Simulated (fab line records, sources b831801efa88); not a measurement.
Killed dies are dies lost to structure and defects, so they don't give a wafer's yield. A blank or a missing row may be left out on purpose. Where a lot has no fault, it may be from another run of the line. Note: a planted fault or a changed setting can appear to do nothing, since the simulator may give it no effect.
Which tool was responsible? ; flow gf180mcu ; 12 lots, 35 wafers sampled, at 5 steps of a route of 602

## WHAT EACH GAUGE READ, for each wafer
The record holds no reading of a measuring or inspecting step that can be judged against a usual standard deviation.

## WHICH TOOL RAN EACH LOT (tool, then ch and the chambers of the sampled wafers, then the start)
lot;GF_V4_SPUTTER_21;GF_MIM_SPUTTER_02;GF_M5_METAL_ETCH_10;GF_V5_CVD_02;GF_V5_CVD_23
L363;pvd-sputter-03, day 24 20:05;pvd-sputter-02, day 24 20:55;rie-metal-01 ch 0, day 26 15:39;pecvd-03 ch 0,1,2, day 26 16:29;cvd-w-01 ch 0,1, day 27 13:53
L365;pvd-sputter-04, day 25 02:10;pvd-sputter-02, day 25 03:01;rie-metal-02 ch 0,1, day 26 20:50;pecvd-02 ch 0,2, day 26 21:35;cvd-w-02 ch 0,1, day 27 19:07
L366;pvd-sputter-01, day 25 12:02;pvd-sputter-04, day 25 12:52;rie-metal-01 ch 0,1, day 27 05:44;pecvd-04 ch 1,2, day 27 06:32;cvd-w-02 ch 0,1, day 28 03:52
L368;pvd-sputter-03, day 25 23:40;pvd-sputter-03, day 26 00:31;rie-metal-04 ch 0,1, day 27 17:59;pecvd-02 ch 0,1,2, day 27 18:47;cvd-w-01 ch 0,1, day 28 16:47
L369;pvd-sputter-03, day 26 12:47;pvd-sputter-04, day 26 13:37;rie-metal-04 ch 0,1, day 28 06:26;pecvd-03 ch 0,1, day 28 07:13;cvd-w-01 ch 0,1, day 29 04:18
L370;pvd-sputter-01, day 26 21:50;pvd-sputter-02, day 26 22:39;rie-metal-04 ch 0,1, day 28 15:44;pecvd-04 ch 0,1, day 28 16:29;cvd-w-02 ch 0,1, day 29 12:14
L372;pvd-sputter-01, day 27 08:35;pvd-sputter-04, day 27 09:25;rie-metal-01 ch 0,1, day 29 01:58;pecvd-04 ch 0,1,2, day 29 02:43;cvd-w-01 ch 0,1, day 29 23:15
L373;pvd-sputter-03, day 27 16:28;pvd-sputter-04, day 27 17:28;rie-metal-04 ch 0, day 29 09:34;pecvd-04 ch 1,2, day 29 10:21;cvd-w-02 ch 0,1, day 30 06:32
L374;pvd-sputter-03, day 27 22:48;pvd-sputter-04, day 27 23:39;rie-metal-01 ch 0,1, day 29 16:02;pecvd-02 ch 0,2, day 29 16:48;cvd-w-02 ch 0,1, day 30 12:34
L375;pvd-sputter-04, day 28 15:04;pvd-sputter-02, day 28 15:54;rie-metal-04 ch 0,1, day 30 05:20;pecvd-04 ch 0,1, day 30 06:05;cvd-w-01 ch 0,1, day 31 01:07
L383;pvd-sputter-03, day 30 15:11;pvd-sputter-04, day 30 16:01;rie-metal-04 ch 0, day 32 02:30;pecvd-02 ch 0, day 32 03:16;cvd-w-02 ch 0,1, day 32 21:33
L384;pvd-sputter-01, day 30 16:42;pvd-sputter-03, day 30 17:32;rie-metal-04 ch 0,1, day 32 05:09;pecvd-02 ch 0,1,2, day 32 05:54;cvd-w-01 ch 0,1, day 32 23:26
- GF_V4_SPUTTER_21: material Ti, target thk 15 nm, time 80.02 s.
- GF_MIM_SPUTTER_02: material AlCu, target thk 450 nm, time 23.9 s.
- GF_M5_METAL_ETCH_10: etches the open film in Cl2/BCl3, stops on SiO2, target depth 627.5 nm, time 104.6 s.
- GF_V5_CVD_02: deposits SiO2 from TEOS, target thk 1450 nm, time 163.28 s.
- GF_V5_CVD_23: deposits W, target thk 350 nm, time 104.9 s.

## WHAT THE TOOLS THEMSELVES READ (means of the sampled wafers that have a number; where no wafer has one, the mark that the record gives instead)
GF_V4_SPUTTER_21.
lot;tool;throttle-valve-pct (%)
L363;pvd-sputter-03;29.4
L365;pvd-sputter-04;30.5
L366;pvd-sputter-01;30.4
L368;pvd-sputter-03;30.1
L369;pvd-sputter-03;29.9
L370;pvd-sputter-01;30.3
L372;pvd-sputter-01;30.7
L373;pvd-sputter-03;30.5
L374;pvd-sputter-03;30.7
L375;pvd-sputter-04;31.1
L383;pvd-sputter-03;29.8
L384;pvd-sputter-01;30.9

GF_MIM_SPUTTER_02.
lot;tool;throttle-valve-pct (%)
L363;pvd-sputter-02;30.6
L365;pvd-sputter-02;29.7
L366;pvd-sputter-04;30.5
L368;pvd-sputter-03;30.4
L369;pvd-sputter-04;30.5
L370;pvd-sputter-02;29.4
L372;pvd-sputter-04;29.9
L373;pvd-sputter-04;30.6
L374;pvd-sputter-04;30.7
L375;pvd-sputter-02;29.6
L383;pvd-sputter-04;30.9
L384;pvd-sputter-03;28.9

GF_M5_METAL_ETCH_10.
lot;tool;drypump-motor-current-A (A);he-backside-leak-sccm (sccm);oes-product-au (a.u.);throttle-valve-pct (%)
L363;rie-metal-01;6.1;3.29;0.976;28.250
L365;rie-metal-02;5.7;3.46;0.977;28.250
L366;rie-metal-01;6.1;3.35;0.974;28.258
L368;rie-metal-04;5.6;3.38;0.970;28.252
L369;rie-metal-04;5.4;3.19;0.971;28.241
L370;rie-metal-04;5.6;3.50;0.970;28.243
L372;rie-metal-01;6.2;3.52;0.966;28.248
L373;rie-metal-04;5.9;3.66;0.972;28.246
L374;rie-metal-01;6.2;3.52;0.964;28.261
L375;rie-metal-04;5.6;3.14;0.981;28.235
L383;rie-metal-04;5.9;3.43;0.708;28.522
L384;rie-metal-04;5.6;3.13;0.976;28.230

GF_V5_CVD_02.
lot;tool;heater-power-w (W)
L363;pecvd-03;649
L365;pecvd-02;650
L366;pecvd-04;703
L368;pecvd-02;660
L369;pecvd-03;597
L370;pecvd-04;572
L372;pecvd-04;583
L373;pecvd-04;707
L374;pecvd-02;620
L375;pecvd-04;560
L383;pecvd-02;550
L384;pecvd-02;748

GF_V5_CVD_23.
lot;tool;heater-power-w (W)
L363;cvd-w-01;902
L365;cvd-w-02;946
L366;cvd-w-02;888
L368;cvd-w-01;896
L369;cvd-w-01;890
L370;cvd-w-02;936
L372;cvd-w-01;904
L373;cvd-w-02;963
L374;cvd-w-02;918
L375;cvd-w-01;938
L383;cvd-w-02;941
L384;cvd-w-01;938

## THE ANSWER, worked out from the rows above alone
Rule: what is usual is taken from the lots themselves. Put in order of their means at a reading, lots are off if they are a third of the lots or fewer, leave a main group of 4 or more, and stand apart from it by a gap of 3 or more times the standard deviation of the main group's means; of several such gaps the widest counts. Not used: any main group whose means are identical at the precision the tables above print for the reading. Also off: a lot with no number at a reading for which 4 or more lots have one. All remaining lots with rows at the step are treated as sound. The gauges are gone through in route order, then the tools' own readings, and for those a lot's mean is taken as printed above. At the first step where some lot is off, the reading lying furthest off is the one used; lots without a number count as furthest.
Off, at GF_M5_METAL_ETCH_10 on oes-product-au: L383. The main group has a mean of 0.972 a.u. with a standard deviation of 0.0048.
If a tool, at that step or one of the process steps before it, ran each lot that is off and ran no sound lot following the first of them, it fits. 2 tools fit, pvd-sputter-03 at GF_V4_SPUTTER_21 and pvd-sputter-04 at GF_MIM_SPUTTER_02, so this cannot tell which one it is.

## WHAT THE SIMULATOR PUT IN
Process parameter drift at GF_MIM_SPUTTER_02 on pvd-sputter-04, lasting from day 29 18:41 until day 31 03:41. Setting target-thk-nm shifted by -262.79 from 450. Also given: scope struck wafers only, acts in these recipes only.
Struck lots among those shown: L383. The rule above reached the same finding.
